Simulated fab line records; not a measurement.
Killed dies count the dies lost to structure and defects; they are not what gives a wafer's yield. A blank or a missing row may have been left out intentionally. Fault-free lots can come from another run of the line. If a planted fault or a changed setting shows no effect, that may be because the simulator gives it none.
Which tool is to blame? / flow sky130 / 14 lots, 42 wafers sampled, at 6 steps of a route of 708

== WHAT THE GAUGES SHOWED, per wafer ==
SKY_FIELD_ISO_THK_MEAS_23.
lot=L612; measured=day 2 08:49; on=filmMetro-04; FIELD_ISO_OXIDATION_01_THK (nm)=10.00 9.80 10.12
lot=L613; measured=day 2 11:49; on=filmMetro-01; FIELD_ISO_OXIDATION_01_THK (nm)=10.07 9.93 10.19
lot=L614; measured=day 2 17:12; on=filmMetro-04; FIELD_ISO_OXIDATION_01_THK (nm)=10.17 10.31 10.10
lot=L615; measured=day 2 23:35; on=filmMetro-01; FIELD_ISO_OXIDATION_01_THK (nm)=10.09 10.31 9.87
lot=L616; measured=day 3 06:13; on=filmMetro-01; FIELD_ISO_OXIDATION_01_THK (nm)=10.13 10.04 10.00
lot=L617; measured=day 3 08:16; on=filmMetro-02; FIELD_ISO_OXIDATION_01_THK (nm)=9.98 10.00 10.04
lot=L626; measured=day 5 09:11; on=filmMetro-01; FIELD_ISO_OXIDATION_01_THK (nm)=10.13 10.02 9.94
lot=L628; measured=day 5 17:52; on=filmMetro-02; FIELD_ISO_OXIDATION_01_THK (nm)=9.86 9.98 10.00
lot=L630; measured=day 6 05:00; on=filmMetro-01; FIELD_ISO_OXIDATION_01_THK (nm)=9.96 10.02 10.06
lot=L631; measured=day 6 10:39; on=filmMetro-01; FIELD_ISO_OXIDATION_01_THK (nm)=10.00 9.75 9.82
lot=L632; measured=day 6 14:46; on=filmMetro-01; FIELD_ISO_OXIDATION_01_THK (nm)=10.08 10.03 10.08
lot=L633; measured=day 6 21:39; on=filmMetro-04; FIELD_ISO_OXIDATION_01_THK (nm)=10.00 10.06 10.25
lot=L634; measured=day 7 00:55; on=filmMetro-01; FIELD_ISO_OXIDATION_01_THK (nm)=9.81 10.08 10.19
lot=L635; measured=day 7 06:36; on=filmMetro-02; FIELD_ISO_OXIDATION_01_THK (nm)=10.33 10.11 10.12

SKY_NWELL_TW_MEAS_15.
lot=L612; measured=day 4 15:36; on=filmMetro-02; NWELL_TW=1829 1847 1831
lot=L613; measured=day 4 17:50; on=filmMetro-01; NWELL_TW=1843 1843 1841
lot=L614; measured=day 5 00:44; on=filmMetro-02; NWELL_TW=1840 1834 1838
lot=L615; measured=day 5 05:52; on=filmMetro-03; NWELL_TW=1829 1830 1822
lot=L616; measured=day 5 14:33; on=filmMetro-03; NWELL_TW=1819 1819 1827
lot=L617; measured=day 5 16:20; on=filmMetro-02; NWELL_TW=1844 1837 1833
lot=L626; measured=day 8 02:33; on=filmMetro-01; NWELL_TW=1842 1851 1847
lot=L628; measured=day 8 14:37; on=filmMetro-01; NWELL_TW=1831 1842 1831
lot=L630; measured=day 8 18:49; on=filmMetro-01; NWELL_TW=1855 1843 1851
lot=L631; measured=day 9 07:42; on=filmMetro-01; NWELL_TW=1849 1850 1848
lot=L632; measured=day 9 10:23; on=filmMetro-01; NWELL_TW=1864 1853 1856
lot=L633; measured=day 9 14:27; on=filmMetro-02; NWELL_TW=1854 1853 1843
lot=L634; measured=day 9 15:49; on=filmMetro-03; NWELL_TW=1823 1827 1822
lot=L635; measured=day 10 01:53; on=filmMetro-03; NWELL_TW=1819 1820 1821

SKY_NWELL_TW_MEAS_26.
lot=L612; measured=day 5 08:51; on=filmMetro-01; NWELL_2_TW=503.6 504.0 502.7
lot=L613; measured=day 5 12:19; on=filmMetro-01; NWELL_2_TW=503.3 503.5 506.1
lot=L614; measured=day 5 18:53; on=filmMetro-02; NWELL_2_TW=504.7 499.9 502.6
lot=L615; measured=day 6 00:06; on=filmMetro-03; NWELL_2_TW=497.8 496.8 496.4
lot=L616; measured=day 6 09:31; on=filmMetro-03; NWELL_2_TW=30.0 30.1 30.0
lot=L617; measured=day 6 11:05; on=filmMetro-03; NWELL_2_TW=30.1 29.9 30.0
lot=L626; measured=day 8 19:49; on=filmMetro-01; NWELL_2_TW=505.2 503.7 503.8
lot=L628; measured=day 9 10:58; on=filmMetro-03; NWELL_2_TW=498.4 499.8 498.5
lot=L630; measured=day 9 16:16; on=filmMetro-01; NWELL_2_TW=505.3 502.4 505.7
lot=L631; measured=day 10 03:58; on=filmMetro-02; NWELL_2_TW=505.2 505.0 505.8
lot=L632; measured=day 10 07:56; on=filmMetro-03; NWELL_2_TW=497.1 497.0 498.3
lot=L633; measured=day 10 12:19; on=filmMetro-02; NWELL_2_TW=502.7 501.4 497.9
lot=L634; measured=day 10 13:36; on=filmMetro-01; NWELL_2_TW=505.6 506.2 508.1
lot=L635; measured=day 11 00:44; on=filmMetro-01; NWELL_2_TW=503.7 503.3 506.1

== TOOL THAT RAN EACH LOT (tool first, then ch and the chambers of the sampled wafers, then the start) ==
lot=L612; SKY_DNWELL_STRIP_08=plasmaAsher-02 ch 0,1, day 3 05:59; SKY_NWELL_STRIP_14=plasmaAsher-04 ch 1, day 4 15:30; SKY_NWELL_STRIP_25=plasmaAsher-04 ch 0,1, day 5 08:45
lot=L613; SKY_DNWELL_STRIP_08=plasmaAsher-01 ch 0,1, day 3 07:47; SKY_NWELL_STRIP_14=plasmaAsher-01 ch 0, day 4 17:43; SKY_NWELL_STRIP_25=plasmaAsher-04 ch 0,1, day 5 12:12
lot=L614; SKY_DNWELL_STRIP_08=plasmaAsher-02 ch 0,1, day 3 14:26; SKY_NWELL_STRIP_14=plasmaAsher-03 ch 0,1, day 5 00:37; SKY_NWELL_STRIP_25=plasmaAsher-03 ch 0,1, day 5 18:46
lot=L615; SKY_DNWELL_STRIP_08=plasmaAsher-02 ch 0,1, day 3 19:50; SKY_NWELL_STRIP_14=plasmaAsher-04 ch 0,1, day 5 05:46; SKY_NWELL_STRIP_25=plasmaAsher-03 ch 0,1, day 6 00:00
lot=L616; SKY_DNWELL_STRIP_08=plasmaAsher-04 ch 0,1, day 4 02:55; SKY_NWELL_STRIP_14=plasmaAsher-04 ch 0,1, day 5 14:27; SKY_NWELL_STRIP_25=plasmaAsher-04 ch 1, day 6 09:25
lot=L617; SKY_DNWELL_STRIP_08=plasmaAsher-04 ch 1, day 4 04:44; SKY_NWELL_STRIP_14=plasmaAsher-04 ch 0,1, day 5 16:13; SKY_NWELL_STRIP_25=plasmaAsher-04 ch 0,1, day 6 10:58
lot=L626; SKY_DNWELL_STRIP_08=plasmaAsher-02 ch 0,1, day 6 09:56; SKY_NWELL_STRIP_14=plasmaAsher-04 ch 0,1, day 8 02:27; SKY_NWELL_STRIP_25=plasmaAsher-04 ch 0,1, day 8 19:43
lot=L628; SKY_DNWELL_STRIP_08=plasmaAsher-04 ch 0,1, day 6 18:49; SKY_NWELL_STRIP_14=plasmaAsher-03 ch 0,1, day 8 14:24; SKY_NWELL_STRIP_25=plasmaAsher-01 ch 0,1, day 9 10:53
lot=L630; SKY_DNWELL_STRIP_08=plasmaAsher-04 ch 0,1, day 7 04:50; SKY_NWELL_STRIP_14=plasmaAsher-01 ch 0,1, day 8 18:43; SKY_NWELL_STRIP_25=plasmaAsher-03 ch 0, day 9 16:09
lot=L631; SKY_DNWELL_STRIP_08=plasmaAsher-01 ch 0,1, day 7 10:35; SKY_NWELL_STRIP_14=plasmaAsher-04 ch 0,1, day 9 07:36; SKY_NWELL_STRIP_25=plasmaAsher-01 ch 0,1, day 10 03:52
lot=L632; SKY_DNWELL_STRIP_08=plasmaAsher-01 ch 0,1, day 7 16:53; SKY_NWELL_STRIP_14=plasmaAsher-01 ch 0,1, day 9 10:16; SKY_NWELL_STRIP_25=plasmaAsher-01 ch 0,1, day 10 07:49
lot=L633; SKY_DNWELL_STRIP_08=plasmaAsher-01 ch 0,1, day 7 23:59; SKY_NWELL_STRIP_14=plasmaAsher-03 ch 0,1, day 9 14:21; SKY_NWELL_STRIP_25=plasmaAsher-01 ch 0, day 10 12:13
lot=L634; SKY_DNWELL_STRIP_08=plasmaAsher-04 ch 0,1, day 8 01:41; SKY_NWELL_STRIP_14=plasmaAsher-04 ch 0,1, day 9 15:43; SKY_NWELL_STRIP_25=plasmaAsher-04 ch 0,1, day 10 13:30
lot=L635; SKY_DNWELL_STRIP_08=plasmaAsher-04 ch 0, day 8 09:08; SKY_NWELL_STRIP_14=plasmaAsher-04 ch 0, day 10 01:46; SKY_NWELL_STRIP_25=plasmaAsher-04 ch 0,1, day 11 00:37
- SKY_DNWELL_STRIP_08: strips in O2/N2.
- SKY_NWELL_STRIP_14: strips in O2/N2.
- SKY_NWELL_STRIP_25: strips in O2/N2.

== WHAT THE TOOLS THEMSELVES READ (means of the sampled wafers that have a number; where no wafer has one, the mark that the record gives instead) ==
SKY_DNWELL_STRIP_08.
lot=L612; tool=plasmaAsher-02; chamberPressureMTorr (mTorr)=1500.1; drypumpMotorCurrentA (A)=5.9; o2FlowSccm (sccm)=2999; oesProductAu (a.u.)=0.726; stripTimeToEndpointS (s)=36.94
lot=L613; tool=plasmaAsher-01; chamberPressureMTorr (mTorr)=1498.9; drypumpMotorCurrentA (A)=5.7; o2FlowSccm (sccm)=2998; oesProductAu (a.u.)=0.724; stripTimeToEndpointS (s)=36.74
lot=L614; tool=plasmaAsher-02; chamberPressureMTorr (mTorr)=1499.6; drypumpMotorCurrentA (A)=5.9; o2FlowSccm (sccm)=2994; oesProductAu (a.u.)=0.724; stripTimeToEndpointS (s)=36.94
lot=L615; tool=plasmaAsher-02; chamberPressureMTorr (mTorr)=1499.4; drypumpMotorCurrentA (A)=5.5; o2FlowSccm (sccm)=2998; oesProductAu (a.u.)=0.725; stripTimeToEndpointS (s)=37.03
lot=L616; tool=plasmaAsher-04; chamberPressureMTorr (mTorr)=1499.5; drypumpMotorCurrentA (A)=5.9; o2FlowSccm (sccm)=2993; oesProductAu (a.u.)=0.724; stripTimeToEndpointS (s)=36.86
lot=L617; tool=plasmaAsher-04; chamberPressureMTorr (mTorr)=1500.5; drypumpMotorCurrentA (A)=4.7; o2FlowSccm (sccm)=2995; oesProductAu (a.u.)=0.720; stripTimeToEndpointS (s)=36.87
lot=L626; tool=plasmaAsher-02; chamberPressureMTorr (mTorr)=1501.1; drypumpMotorCurrentA (A)=5.9; o2FlowSccm (sccm)=2993; oesProductAu (a.u.)=0.723; stripTimeToEndpointS (s)=36.91
lot=L628; tool=plasmaAsher-04; chamberPressureMTorr (mTorr)=1499.3; drypumpMotorCurrentA (A)=5.9; o2FlowSccm (sccm)=2995; oesProductAu (a.u.)=0.719; stripTimeToEndpointS (s)=36.88
lot=L630; tool=plasmaAsher-04; chamberPressureMTorr (mTorr)=1499.7; drypumpMotorCurrentA (A)=5.3; o2FlowSccm (sccm)=3006; oesProductAu (a.u.)=0.721; stripTimeToEndpointS (s)=36.94
lot=L631; tool=plasmaAsher-01; chamberPressureMTorr (mTorr)=1500.5; drypumpMotorCurrentA (A)=5.9; o2FlowSccm (sccm)=2992; oesProductAu (a.u.)=0.721; stripTimeToEndpointS (s)=36.86
lot=L632; tool=plasmaAsher-01; chamberPressureMTorr (mTorr)=1500.5; drypumpMotorCurrentA (A)=5.7; o2FlowSccm (sccm)=2995; oesProductAu (a.u.)=0.726; stripTimeToEndpointS (s)=36.88
lot=L633; tool=plasmaAsher-01; chamberPressureMTorr (mTorr)=1499.9; drypumpMotorCurrentA (A)=5.9; o2FlowSccm (sccm)=3006; oesProductAu (a.u.)=0.721; stripTimeToEndpointS (s)=36.85
lot=L634; tool=plasmaAsher-04; chamberPressureMTorr (mTorr)=1500.8; drypumpMotorCurrentA (A)=5.3; o2FlowSccm (sccm)=3005; oesProductAu (a.u.)=0.722; stripTimeToEndpointS (s)=36.80
lot=L635; tool=plasmaAsher-04; chamberPressureMTorr (mTorr)=1500.5; drypumpMotorCurrentA (A)=6.5; o2FlowSccm (sccm)=3001; oesProductAu (a.u.)=0.724; stripTimeToEndpointS (s)=36.73

SKY_NWELL_STRIP_14.
lot=L612; tool=plasmaAsher-04; chamberPressureMTorr (mTorr)=1498.9; drypumpMotorCurrentA (A)=4.7; o2FlowSccm (sccm)=3005; oesProductAu (a.u.)=0.724; stripTimeToEndpointS (s)=36.82
lot=L613; tool=plasmaAsher-01; chamberPressureMTorr (mTorr)=1498.8; drypumpMotorCurrentA (A)=6.2; o2FlowSccm (sccm)=3010; oesProductAu (a.u.)=0.727; stripTimeToEndpointS (s)=36.92
lot=L614; tool=plasmaAsher-03; chamberPressureMTorr (mTorr)=1500.0; drypumpMotorCurrentA (A)=5.6; o2FlowSccm (sccm)=3002; oesProductAu (a.u.)=0.724; stripTimeToEndpointS (s)=36.76
lot=L615; tool=plasmaAsher-04; chamberPressureMTorr (mTorr)=1501.1; drypumpMotorCurrentA (A)=5.3; o2FlowSccm (sccm)=3005; oesProductAu (a.u.)=0.721; stripTimeToEndpointS (s)=36.87
lot=L616; tool=plasmaAsher-04; chamberPressureMTorr (mTorr)=-; drypumpMotorCurrentA (A)=-; o2FlowSccm (sccm)=-; oesProductAu (a.u.)=-; stripTimeToEndpointS (s)=-
lot=L617; tool=plasmaAsher-04; chamberPressureMTorr (mTorr)=-; drypumpMotorCurrentA (A)=-; o2FlowSccm (sccm)=-; oesProductAu (a.u.)=-; stripTimeToEndpointS (s)=-
lot=L626; tool=plasmaAsher-04; chamberPressureMTorr (mTorr)=1499.6; drypumpMotorCurrentA (A)=5.9; o2FlowSccm (sccm)=3004; oesProductAu (a.u.)=0.723; stripTimeToEndpointS (s)=36.82
lot=L628; tool=plasmaAsher-03; chamberPressureMTorr (mTorr)=1499.7; drypumpMotorCurrentA (A)=5.6; o2FlowSccm (sccm)=2996; oesProductAu (a.u.)=0.727; stripTimeToEndpointS (s)=36.74
lot=L630; tool=plasmaAsher-01; chamberPressureMTorr (mTorr)=1499.8; drypumpMotorCurrentA (A)=5.9; o2FlowSccm (sccm)=3009; oesProductAu (a.u.)=0.720; stripTimeToEndpointS (s)=36.74
lot=L631; tool=plasmaAsher-04; chamberPressureMTorr (mTorr)=1499.5; drypumpMotorCurrentA (A)=5.3; o2FlowSccm (sccm)=3002; oesProductAu (a.u.)=0.721; stripTimeToEndpointS (s)=37.00
lot=L632; tool=plasmaAsher-01; chamberPressureMTorr (mTorr)=1498.8; drypumpMotorCurrentA (A)=5.9; o2FlowSccm (sccm)=3003; oesProductAu (a.u.)=0.721; stripTimeToEndpointS (s)=36.85
lot=L633; tool=plasmaAsher-03; chamberPressureMTorr (mTorr)=1500.0; drypumpMotorCurrentA (A)=5.5; o2FlowSccm (sccm)=3002; oesProductAu (a.u.)=0.719; stripTimeToEndpointS (s)=36.89
lot=L634; tool=plasmaAsher-04; chamberPressureMTorr (mTorr)=1501.5; drypumpMotorCurrentA (A)=5.3; o2FlowSccm (sccm)=3006; oesProductAu (a.u.)=0.722; stripTimeToEndpointS (s)=36.74
lot=L635; tool=plasmaAsher-04; chamberPressureMTorr (mTorr)=1499.3; drypumpMotorCurrentA (A)=6.5; o2FlowSccm (sccm)=2983; oesProductAu (a.u.)=0.721; stripTimeToEndpointS (s)=36.71

SKY_NWELL_STRIP_25.
lot=L612; tool=plasmaAsher-04; chamberPressureMTorr (mTorr)=1499.2; drypumpMotorCurrentA (A)=5.9; o2FlowSccm (sccm)=3004; oesProductAu (a.u.)=0.723; stripTimeToEndpointS (s)=36.87
lot=L613; tool=plasmaAsher-04; chamberPressureMTorr (mTorr)=1501.3; drypumpMotorCurrentA (A)=5.9; o2FlowSccm (sccm)=3009; oesProductAu (a.u.)=0.722; stripTimeToEndpointS (s)=36.85
lot=L614; tool=plasmaAsher-03; chamberPressureMTorr (mTorr)=1500.3; drypumpMotorCurrentA (A)=5.6; o2FlowSccm (sccm)=3000; oesProductAu (a.u.)=0.722; stripTimeToEndpointS (s)=36.99
lot=L615; tool=plasmaAsher-03; chamberPressureMTorr (mTorr)=1499.6; drypumpMotorCurrentA (A)=5.5; o2FlowSccm (sccm)=2986; oesProductAu (a.u.)=0.722; stripTimeToEndpointS (s)=36.81
lot=L616; tool=plasmaAsher-04; chamberPressureMTorr (mTorr)=1500.0; drypumpMotorCurrentA (A)=4.7; o2FlowSccm (sccm)=3013; oesProductAu (a.u.)=0.740; stripTimeToEndpointS (s)=81.04
lot=L617; tool=plasmaAsher-04; chamberPressureMTorr (mTorr)=1500.7; drypumpMotorCurrentA (A)=5.9; o2FlowSccm (sccm)=3003; oesProductAu (a.u.)=0.736; stripTimeToEndpointS (s)=80.84
lot=L626; tool=plasmaAsher-04; chamberPressureMTorr (mTorr)=1501.7; drypumpMotorCurrentA (A)=5.9; o2FlowSccm (sccm)=2994; oesProductAu (a.u.)=0.723; stripTimeToEndpointS (s)=36.77
lot=L628; tool=plasmaAsher-01; chamberPressureMTorr (mTorr)=1499.9; drypumpMotorCurrentA (A)=5.9; o2FlowSccm (sccm)=2997; oesProductAu (a.u.)=0.721; stripTimeToEndpointS (s)=36.79
lot=L630; tool=plasmaAsher-03; chamberPressureMTorr (mTorr)=1500.2; drypumpMotorCurrentA (A)=5.8; o2FlowSccm (sccm)=3006; oesProductAu (a.u.)=0.724; stripTimeToEndpointS (s)=36.89
lot=L631; tool=plasmaAsher-01; chamberPressureMTorr (mTorr)=1500.4; drypumpMotorCurrentA (A)=6.0; o2FlowSccm (sccm)=2998; oesProductAu (a.u.)=0.721; stripTimeToEndpointS (s)=36.96
lot=L632; tool=plasmaAsher-01; chamberPressureMTorr (mTorr)=1499.5; drypumpMotorCurrentA (A)=5.9; o2FlowSccm (sccm)=2999; oesProductAu (a.u.)=0.724; stripTimeToEndpointS (s)=36.79
lot=L633; tool=plasmaAsher-01; chamberPressureMTorr (mTorr)=1500.1; drypumpMotorCurrentA (A)=6.2; o2FlowSccm (sccm)=3005; oesProductAu (a.u.)=0.723; stripTimeToEndpointS (s)=36.93
lot=L634; tool=plasmaAsher-04; chamberPressureMTorr (mTorr)=1500.1; drypumpMotorCurrentA (A)=5.3; o2FlowSccm (sccm)=3001; oesProductAu (a.u.)=0.720; stripTimeToEndpointS (s)=36.72
lot=L635; tool=plasmaAsher-04; chamberPressureMTorr (mTorr)=1499.7; drypumpMotorCurrentA (A)=5.3; o2FlowSccm (sccm)=3001; oesProductAu (a.u.)=0.724; stripTimeToEndpointS (s)=36.75

== THE ANSWER, worked out from the rows above alone ==
Rule: the usual values come from the lots themselves. The widest of any qualifying gaps counts: lots, ordered by their means at a reading, are off when they make up no more than a third of the lots, leave a main group of 4 or more, and stand apart from it by 3 or more times the standard deviation of that group's means. A main group whose means are all the same, to the digits that the tables above print for the reading, isn't used. Also off: a lot with no number at a reading for which 4 or more lots have one. The other lots that the step has rows for count as sound. The gauges are gone through in route order, then the tools' own readings, and for those a lot's mean is taken as printed above. At the first step where some lot is off, the reading lying furthest off is the one used; lots without a number count as furthest.
Off: L616, L617, at SKY_NWELL_TW_MEAS_26 (NWELL_2_TW). Mean 502.4 and standard deviation 3 in the main group.
If a tool, at a process step before that reading, ran all the lots that are off and no sound lot after the first of them, it fits. The gauges at SKY_NWELL_TW_MEAS_26 aren't tried: what is off there is off at SKY_NWELL_STRIP_14 too, on other tools, and a gauge's error can't cause that. None of those tried fits.

== WHAT THE SIMULATOR HAD PUT IN ==
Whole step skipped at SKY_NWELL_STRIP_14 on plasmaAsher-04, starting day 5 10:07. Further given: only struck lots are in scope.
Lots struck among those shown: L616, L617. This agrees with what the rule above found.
